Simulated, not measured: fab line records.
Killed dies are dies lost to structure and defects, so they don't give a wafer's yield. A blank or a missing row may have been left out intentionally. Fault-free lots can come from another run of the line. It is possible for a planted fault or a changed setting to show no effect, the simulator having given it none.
Which tool is to blame? / flow sky130 / 12 lots, 36 wafers sampled, at 4 steps of a route of 708

## WHAT THE GAUGES SHOWED, per wafer
SKY_CAPM_RS_MEAS_03: the measuring method here is four-point-probe. Usual: for CAPM_TIN_RS the level is 6.89 ohm/sq and the standard deviation is 0.094.
lot=L242; measured=day 36 04:37; on=filmMetro-01; CAPM_TIN_RS (ohm/sq)=6.79 6.82 6.85; flag=
lot=L243; measured=day 36 14:54; on=filmMetro-02; CAPM_TIN_RS (ohm/sq)=6.81 6.84 6.86; flag=
lot=L244; measured=day 36 17:35; on=filmMetro-02; CAPM_TIN_RS (ohm/sq)=6.63 6.70 6.72; flag=
lot=L245; measured=day 37 05:03; on=filmMetro-02; CAPM_TIN_RS (ohm/sq)=6.98 6.99 6.95; flag=
lot=L246; measured=day 37 11:58; on=filmMetro-02; CAPM_TIN_RS (ohm/sq)=6.90 6.73 6.81; flag=
lot=L248; measured=day 38 01:51; on=filmMetro-03; CAPM_TIN_RS (ohm/sq)=6.92 6.86 6.87; flag=
lot=L249; measured=day 38 15:23; on=filmMetro-01; CAPM_TIN_RS (ohm/sq)=6.83 6.77 6.82; flag=
lot=L255; measured=day 40 07:50; on=filmMetro-03; CAPM_TIN_RS (ohm/sq)=6.80 6.89 6.93; flag=
lot=L256; measured=day 40 11:15; on=filmMetro-01; CAPM_TIN_RS (ohm/sq)=6.92 6.92 6.93; flag=
lot=L258; measured=day 41 09:18; on=filmMetro-03; CAPM_TIN_RS (ohm/sq)=6.93 7.04 7.03; flag=
lot=L262; measured=day 42 06:07; on=filmMetro-03; CAPM_TIN_RS (ohm/sq)=6.93 6.80 6.95; flag=
lot=L263; measured=day 42 13:31; on=filmMetro-02; CAPM_TIN_RS (ohm/sq)=7.03 6.94 7.01; flag=

SKY_PASSIVATION_THK_MEAS_01. Usual: for PASSIVATION_CVD_00_THK the level is 89.7 nm and the standard deviation is 1.2.
lot=L242; measured=day 43 13:28; on=filmMetro-03; PASSIVATION_CVD_00_THK (nm)=87.8 89.1 90.0; flag=
lot=L243; measured=day 44 04:23; on=filmMetro-03; PASSIVATION_CVD_00_THK (nm)=89.6 89.9 92.2; flag=
lot=L244; measured=day 44 05:20; on=filmMetro-03; PASSIVATION_CVD_00_THK (nm)=89.4 88.0 89.8; flag=
lot=L245; measured=day 44 12:17; on=filmMetro-01; PASSIVATION_CVD_00_THK (nm)=89.3 90.9 91.1; flag=
lot=L246; measured=day 44 17:29; on=filmMetro-04; PASSIVATION_CVD_00_THK (nm)=87.9 91.0 91.1; flag=
lot=L248; measured=day 45 09:27; on=filmMetro-03; PASSIVATION_CVD_00_THK (nm)=88.5 88.6 91.3; flag=
lot=L249; measured=day 45 19:48; on=filmMetro-01; PASSIVATION_CVD_00_THK (nm)=88.4 89.8 89.9; flag=
lot=L255; measured=day 47 05:43; on=filmMetro-03; PASSIVATION_CVD_00_THK (nm)=89.2 88.1 88.1; flag=
lot=L256; measured=day 47 08:45; on=filmMetro-01; PASSIVATION_CVD_00_THK (nm)=87.2 90.5 88.1; flag=
lot=L258; measured=day 48 01:41; on=filmMetro-01; PASSIVATION_CVD_00_THK (nm)=89.8 87.6 90.1; flag=
lot=L262; measured=day 48 15:01; on=filmMetro-04; PASSIVATION_CVD_00_THK (nm)=89.0 90.3 89.6; flag=
lot=L263; measured=day 49 01:35; on=filmMetro-03; PASSIVATION_CVD_00_THK (nm)=88.8 89.6 89.8; flag=

## WHICH TOOL RAN EACH LOT (tool, then ch and the chambers of the sampled wafers, then the start)
lot=L242; SKY_METAL1_STRIP_20=plasmaAsher-01 ch 0,1, day 32 15:47; SKY_METAL4_SPUTTER_04=pvdSputter-03, day 39 12:34
lot=L243; SKY_METAL1_STRIP_20=plasmaAsher-02 ch 0,1, day 33 02:05; SKY_METAL4_SPUTTER_04=pvdSputter-02, day 40 02:10
lot=L244; SKY_METAL1_STRIP_20=plasmaAsher-04 ch 0,1, day 33 06:31; SKY_METAL4_SPUTTER_04=pvdSputter-03, day 40 03:22
lot=L245; SKY_METAL1_STRIP_20=plasmaAsher-02 ch 0,1, day 33 15:52; SKY_METAL4_SPUTTER_04=pvdSputter-02, day 40 10:16
lot=L246; SKY_METAL1_STRIP_20=plasmaAsher-01 ch 0,1, day 34 00:17; SKY_METAL4_SPUTTER_04=pvdSputter-03, day 40 17:44
lot=L248; SKY_METAL1_STRIP_20=plasmaAsher-02 ch 0,1, day 34 14:14; SKY_METAL4_SPUTTER_04=pvdSputter-04, day 41 08:49
lot=L249; SKY_METAL1_STRIP_20=plasmaAsher-04 ch 0,1, day 35 04:08; SKY_METAL4_SPUTTER_04=pvdSputter-03, day 41 20:23
lot=L255; SKY_METAL1_STRIP_20=plasmaAsher-04 ch 0,1, day 36 22:59; SKY_METAL4_SPUTTER_04=pvdSputter-03, day 43 10:19
lot=L256; SKY_METAL1_STRIP_20=plasmaAsher-04 ch 0,1, day 37 02:55; SKY_METAL4_SPUTTER_04=pvdSputter-02, day 43 14:40
lot=L258; SKY_METAL1_STRIP_20=plasmaAsher-04 ch 0, day 38 01:14; SKY_METAL4_SPUTTER_04=pvdSputter-04, day 44 11:46
lot=L262; SKY_METAL1_STRIP_20=plasmaAsher-02 ch 0,1, day 38 21:32; SKY_METAL4_SPUTTER_04=pvdSputter-04, day 45 04:58
lot=L263; SKY_METAL1_STRIP_20=plasmaAsher-01 ch 0,1, day 39 07:40; SKY_METAL4_SPUTTER_04=pvdSputter-02, day 45 12:20
- SKY_METAL1_STRIP_20: strips in O2/N2.
- SKY_METAL4_SPUTTER_04: material TiN, target thk 70 nm, time 58.3 s.

## AS READ BY THE TOOLS THEMSELVES (means over the sampled wafers that have a number; for cases with no such wafer, the mark the record gives instead)
SKY_METAL1_STRIP_20. Usual: drypumpMotorCurrentA 5.47 A, standard deviation 0.27; oesProductAu 0.343 a.u., standard deviation 0.005; stripTimeToEndpointS 2.69 s, standard deviation 0.039.
lot=L242; tool=plasmaAsher-01; drypumpMotorCurrentA (A)=5.53; oesProductAu (a.u.)=0.342; stripTimeToEndpointS (s)=2.68; flag=
lot=L243; tool=plasmaAsher-02; drypumpMotorCurrentA (A)=5.05; oesProductAu (a.u.)=0.351; stripTimeToEndpointS (s)=2.74; flag=
lot=L244; tool=plasmaAsher-04; drypumpMotorCurrentA (A)=5.52; oesProductAu (a.u.)=0.339; stripTimeToEndpointS (s)=2.67; flag=
lot=L245; tool=plasmaAsher-02; drypumpMotorCurrentA (A)=5.07; oesProductAu (a.u.)=0.344; stripTimeToEndpointS (s)=2.70; flag=
lot=L246; tool=plasmaAsher-01; drypumpMotorCurrentA (A)=5.72; oesProductAu (a.u.)=0.334; stripTimeToEndpointS (s)=2.67; flag=
lot=L248; tool=plasmaAsher-02; drypumpMotorCurrentA (A)=5.03; oesProductAu (a.u.)=0.346; stripTimeToEndpointS (s)=2.70; flag=
lot=L249; tool=plasmaAsher-04; drypumpMotorCurrentA (A)=5.53; oesProductAu (a.u.)=0.340; stripTimeToEndpointS (s)=2.67; flag=
lot=L255; tool=plasmaAsher-04; drypumpMotorCurrentA (A)=5.55; oesProductAu (a.u.)=0.343; stripTimeToEndpointS (s)=2.68; flag=
lot=L256; tool=plasmaAsher-04; drypumpMotorCurrentA (A)=5.52; oesProductAu (a.u.)=0.344; stripTimeToEndpointS (s)=2.69; flag=
lot=L258; tool=plasmaAsher-04; drypumpMotorCurrentA (A)=5.56; oesProductAu (a.u.)=0.338; stripTimeToEndpointS (s)=2.66; flag=
lot=L262; tool=plasmaAsher-02; drypumpMotorCurrentA (A)=5.04; oesProductAu (a.u.)=0.343; stripTimeToEndpointS (s)=2.67; flag=
lot=L263; tool=plasmaAsher-01; drypumpMotorCurrentA (A)=5.73; oesProductAu (a.u.)=0.345; stripTimeToEndpointS (s)=2.72; flag=

SKY_METAL4_SPUTTER_04. Usual: throttleValvePct at 29.8 %, with a standard deviation of 1.4.
lot=L242; tool=pvdSputter-03; throttleValvePct (%)=29.9; flag=
lot=L243; tool=pvdSputter-02; throttleValvePct (%)=28.8; flag=
lot=L244; tool=pvdSputter-03; throttleValvePct (%)=29.9; flag=
lot=L245; tool=pvdSputter-02; throttleValvePct (%)=28.7; flag=
lot=L246; tool=pvdSputter-03; throttleValvePct (%)=29.9; flag=
lot=L248; tool=pvdSputter-04; throttleValvePct (%)=30.8; flag=
lot=L249; tool=pvdSputter-03; throttleValvePct (%)=30.0; flag=
lot=L255; tool=pvdSputter-03; throttleValvePct (%)=29.9; flag=
lot=L256; tool=pvdSputter-02; throttleValvePct (%)=29.8; flag=
lot=L258; tool=pvdSputter-04; throttleValvePct (%)=30.8; flag=
lot=L262; tool=pvdSputter-04; throttleValvePct (%)=29.7; flag=
lot=L263; tool=pvdSputter-02; throttleValvePct (%)=29.3; flag=

## THE ANSWER, worked out from the rows above alone
Rule: take the mean of a lot's wafers that have a number; if it is more than 3 standard deviations from the usual mean, the lot is off. Also off: a lot with no number at a reading for which 4 or more lots have one. Where the step has rows for the other lots, those lots are counted as sound. After the gauges, taken in route order, come the tools' own readings; for these a lot's mean is taken, as printed above. At the first step where some lot is off, the reading lying furthest off is the one used; lots without a number count as furthest.
Across all readings shown, no lot is off: no conclusion can be drawn from this.

## WHAT THE SIMULATOR PUT IN
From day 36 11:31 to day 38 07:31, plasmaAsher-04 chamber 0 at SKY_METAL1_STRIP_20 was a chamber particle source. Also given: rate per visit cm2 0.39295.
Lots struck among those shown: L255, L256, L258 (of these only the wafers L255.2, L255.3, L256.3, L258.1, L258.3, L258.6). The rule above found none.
